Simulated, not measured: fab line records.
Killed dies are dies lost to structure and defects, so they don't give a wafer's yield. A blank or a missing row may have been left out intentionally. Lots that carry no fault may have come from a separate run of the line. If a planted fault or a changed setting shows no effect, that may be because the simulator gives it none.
Which tool was responsible?    flow gf180mcu    15 lots, 45 wafers sampled, at 3 steps of a route of 602

== WHAT THE GAUGES READ, wafer by wafer ==
GF_V2_OVL_MEAS_15. Usual: V2_OVL typically reads -2 nm, with standard deviation 5.8.
lot   measured      on          V2_OVL (nm)  flag
L704  day 20 14:55  overlay-02  -2 5 6       
L705  day 20 23:13  overlay-01  -9 -12 -11   
L706  day 20 22:05  overlay-02  -6 -2 -7     
L707  day 21 19:43  overlay-01  4 2 0        
L708  day 22 06:55  overlay-02  2 0 1        
L710  day 23 04:13  overlay-01  -3 -5 -3     
L712  day 23 13:46  overlay-02  -4 0 -6      
L716  day 24 18:35  overlay-02  -2 -11 -8    
L718  day 25 04:55  overlay-01  7 10 8       
L719  day 25 15:49  overlay-02  -2 -7 4      
L721  day 26 10:44  overlay-02  0 0 -5       
L725  day 27 05:33  overlay-01  -1 -6 -5     

== WHAT TOOL EACH LOT RAN ON (gives the tool, then ch and the chambers of the sampled wafers, and finally the start) ==
lot   GF_VT_IMPLANT_DEVELOP_17           GF_V1_CVD_23
L704  litho track-02 ch 0, day 6 08:17   cvd w-01 ch 0,1, day 18 11:36
L705  litho track-04 ch 0, day 6 12:15   cvd w-02 ch 0,1, day 18 21:13
L706  litho track-02 ch 0, day 6 16:53   cvd w-01 ch 0,1, day 18 18:50
L707  litho track-02 ch 0, day 7 00:08   cvd w-01 ch 0,1, day 19 16:07
L708  litho track-01 ch 0, day 7 05:54   cvd w-01 ch 0,1, day 20 05:10
L710  litho track-01 ch 0, day 7 21:23   cvd w-01 ch 0,1, day 21 02:32
L712  litho track-02 ch 0, day 8 08:25   cvd w-01 ch 0,1, day 21 13:08
L713  litho track-01, day 8 14:36        -
L714  litho track-01, day 8 20:08        -
L715  litho track-02, day 9 05:40        -
L716  litho track-02 ch 0, day 9 11:47   cvd w-01 ch 0,1, day 22 18:33
L718  litho track-02 ch 0, day 9 23:47   cvd w-02 ch 0,1, day 23 06:40
L719  litho track-04 ch 0, day 10 08:09  cvd w-01 ch 0,1, day 23 19:16
L721  litho track-01 ch 0, day 10 18:41  cvd w-02 ch 0,1, day 24 13:12
L725  litho track-01 ch 0, day 11 16:00  cvd w-01 ch 0,1, day 25 09:31
- GF_VT_IMPLANT_DEVELOP_17: develop time 60 s.
- GF_V1_CVD_23: deposits W, target thk 350 nm, time 105.05 s.

== WHAT THE TOOLS THEMSELVES READ (means of the sampled wafers that have a number; where no wafer has one, the mark that the record gives instead) ==
GF_VT_IMPLANT_DEVELOP_17. Usual: chill plate temp C 23.00 C, standard deviation 0.11; resist line temp C 22.98 C, standard deviation 0.11.
lot   tool            chill plate temp C (C)  resist line temp C (C)  flag
L704  litho track-02  23.02                   22.99                   
L705  litho track-04  23.04                   22.96                   
L706  litho track-02  23.09                   22.92                   
L707  litho track-02  22.88                   22.92                   
L708  litho track-01  23.09                   22.99                   
L710  litho track-01  22.99                   22.87                   
L712  litho track-02  23.02                   22.83                   
L713  litho track-01  -                       -                       OFF
L714  litho track-01  -                       -                       OFF
L715  litho track-02  -                       -                       OFF
L716  litho track-02  22.98                   23.04                   
L718  litho track-02  23.06                   23.07                   
L719  litho track-04  22.92                   23.06                   
L721  litho track-01  22.87                   22.99                   
L725  litho track-01  23.23                   23.09                   

GF_V1_CVD_23. Usual: chamber pressure Torr 40.01 Torr, standard deviation 0.089; heater power w 866 W, standard deviation 100.
lot   tool      chamber pressure Torr (Torr)  heater power w (W)  flag
L704  cvd w-01  40.04                         842                 
L705  cvd w-02  39.97                         833                 
L706  cvd w-01  40.02                         842                 
L707  cvd w-01  40.03                         853                 
L708  cvd w-01  40.10                         835                 
L710  cvd w-01  39.88                         847                 
L712  cvd w-01  40.02                         848                 
L716  cvd w-01  40.06                         933                 
L718  cvd w-02  39.96                         840                 
L719  cvd w-01  39.98                         927                 
L721  cvd w-02  40.06                         840                 
L725  cvd w-01  40.03                         852                 

== THE ANSWER, worked out from the rows above alone ==
Rule: a lot counts as off when the mean over its wafers that have a number is more than 3 standard deviations away from the usual mean. Also off: a lot with no number at a reading for which 4 or more lots have one. All remaining lots with rows at the step are treated as sound. First the gauges in route order, then the tools' own readings, where a lot's mean is used as printed above. The first step at which some lot is off is used, and at that step the reading that is off furthest; a lot without a number counts as furthest.
Off: L713, L714, L715, at GF_VT_IMPLANT_DEVELOP_17 (chill plate temp C). Without a number there: L713, L714, L715.
If a tool, at that step or one of the process steps before it, ran each lot that is off and ran no sound lot following the first of them, it fits. Not one of the candidates tried fits.

== WHAT THE SIMULATOR HAD PUT IN ==
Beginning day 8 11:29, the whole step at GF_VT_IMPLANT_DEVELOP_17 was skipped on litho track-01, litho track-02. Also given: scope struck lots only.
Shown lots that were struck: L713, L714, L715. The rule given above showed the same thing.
